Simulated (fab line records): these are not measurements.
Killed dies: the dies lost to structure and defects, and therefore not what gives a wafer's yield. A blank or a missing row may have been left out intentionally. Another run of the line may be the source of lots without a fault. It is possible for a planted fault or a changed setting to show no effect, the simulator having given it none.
Check for tools in common    flow gf180mcu    13 lots and 39 wafers in the sample

THE REASON FOR OPENING IT
Of 13 lots, 1 have the reading HV_LDD_4_TW flagged at GF_HV_LDD_TW_MEAS_50. No-fault wafers: 577, standard deviation 3.
Rule: flag the lot when none of its wafers has a number, or when each of its wafers that has one lies beyond 4 standard deviations from that mean. The rest of the lots are taken to be sound.

lot   measured      on             HV_LDD_4_TW, wafer by wafer  flag
L577  day 12 19:50  film-metro-02  582 580 580                  
L579  day 13 06:16  film-metro-02  577 574 578                  
L580  day 13 20:44  film-metro-02  577 577 578                  
L581  day 14 03:35  film-metro-03  582 581 575                  
L582  day 14 10:27  film-metro-01  571 571 575                  
L583  day 14 22:05  film-metro-03  579 579 582                  
L584  day 15 03:03  film-metro-03  578 577 576                  
L588  day 16 09:45  film-metro-02  578 581 578                  
L589  day 16 14:56  film-metro-03  30 30 30                     FLAGGED
L591  day 17 09:40  film-metro-02  584 584 586                  
L597  day 19 13:15  film-metro-02  577 579 578                  
L598  day 19 18:42  film-metro-01  579 574 577                  
L599  day 20 06:26  film-metro-02  577 575 576                  
On average the flagged lots read 30, which is -547 against the usual, or -99 or more standard deviations.

TOOL THAT RAN EACH LOT
Before the reading, the record contains 2 process steps out of a 602-step route. Read each cell as the tool, then ch plus the chambers that the sampled wafers visited, then the start.
lot   flag     GF_POLY_GATE_STRIP_14                 GF_HV_LDD_EXPOSE_43
L577           plasma-asher-04 ch 0, day 9 13:40     iline-stepper-01 ch 0, day 12 09:56
L579           plasma-asher-01 ch 0,1, day 10 00:08  iline-stepper-01 ch 0, day 12 20:05
L580           plasma-asher-04 ch 0,1, day 10 13:47  iline-stepper-02 ch 0, day 13 10:28
L581           plasma-asher-02 ch 0,1, day 10 18:11  iline-stepper-01 ch 0, day 13 17:18
L582           plasma-asher-01 ch 0,1, day 10 23:44  iline-stepper-01 ch 0, day 14 00:05
L583           plasma-asher-01 ch 1, day 11 10:50    iline-stepper-02 ch 0, day 14 11:43
L584           plasma-asher-04 ch 0,1, day 11 15:29  iline-stepper-02 ch 0, day 14 16:25
L588           plasma-asher-04 ch 0,1, day 12 20:44  iline-stepper-01 ch 0, day 15 23:01
L589  FLAGGED  plasma-asher-04 ch 0,1, day 13 00:46  iline-stepper-01 ch 0, day 16 03:56
L591           plasma-asher-01 ch 0,1, day 13 15:58  iline-stepper-02 ch 0, day 16 22:08
L597           plasma-asher-01 ch 0,1, day 15 13:07  iline-stepper-02 ch 0, day 19 00:59
L598           plasma-asher-02 ch 0,1, day 15 18:16  iline-stepper-02 ch 0, day 19 06:37
L599           plasma-asher-02 ch 0,1, day 16 02:52  iline-stepper-01 ch 0, day 19 17:36
What the steps here do:
- GF_POLY_GATE_STRIP_14: strips in O2/N2.
- GF_HV_LDD_EXPOSE_43: exposes mask Pplus HV AREA, target cd 400 nm.
- GF_HV_LDD_TW_MEAS_50

FLAGGED AGAINST TOTAL, ONE TOOL AT A TIME (gauges that did the reading follow at the end)
step                   tool              lots run  flagged  share of the flagged lots  sound lots run after its first flagged lot
GF_POLY_GATE_STRIP_14  plasma-asher-01   5         0        none                       -
GF_POLY_GATE_STRIP_14  plasma-asher-02   3         0        none                       -
GF_POLY_GATE_STRIP_14  plasma-asher-04   5         1        all                        0
GF_HV_LDD_EXPOSE_43    iline-stepper-01  7         1        all                        1 (L599)
GF_HV_LDD_EXPOSE_43    iline-stepper-02  6         0        none                       -
GF_HV_LDD_TW_MEAS_50   film-metro-01     2         0        none                       -
GF_HV_LDD_TW_MEAS_50   film-metro-02     7         0        none                       -
GF_HV_LDD_TW_MEAS_50   film-metro-03     4         1        all                        0

WHAT THE TABLE PERMITS
3 rows of the table ran every flagged lot: plasma-asher-04 at GF_POLY_GATE_STRIP_14, iline-stepper-01 at GF_HV_LDD_EXPOSE_43, film-metro-03 at GF_HV_LDD_TW_MEAS_50.
- plasma-asher-04 at GF_POLY_GATE_STRIP_14: 1 of its 5 lots flagged. A fault beginning between L588 (day 12 20:44), its last sound lot, and L589 (day 13 00:46), its first flagged one, fits the data.
- iline-stepper-01 at GF_HV_LDD_EXPOSE_43: 1 of its 7 lots flagged. Sound lots ran on it after the first flagged one (L599), which a lasting fault on the whole tool wouldn't allow.
- film-metro-03 at GF_HV_LDD_TW_MEAS_50: 1 of its 4 lots flagged. A fault beginning between L584 (day 15 03:03), its last sound lot, and L589 (day 16 14:56), its first flagged one, fits the data.
A lot count leaves these 2 tools indistinguishable: every one of them fits a fault beginning at some hour. More lots, or a look at what each step does to the wafer, might.

WHAT THE SIMULATOR PUT IN
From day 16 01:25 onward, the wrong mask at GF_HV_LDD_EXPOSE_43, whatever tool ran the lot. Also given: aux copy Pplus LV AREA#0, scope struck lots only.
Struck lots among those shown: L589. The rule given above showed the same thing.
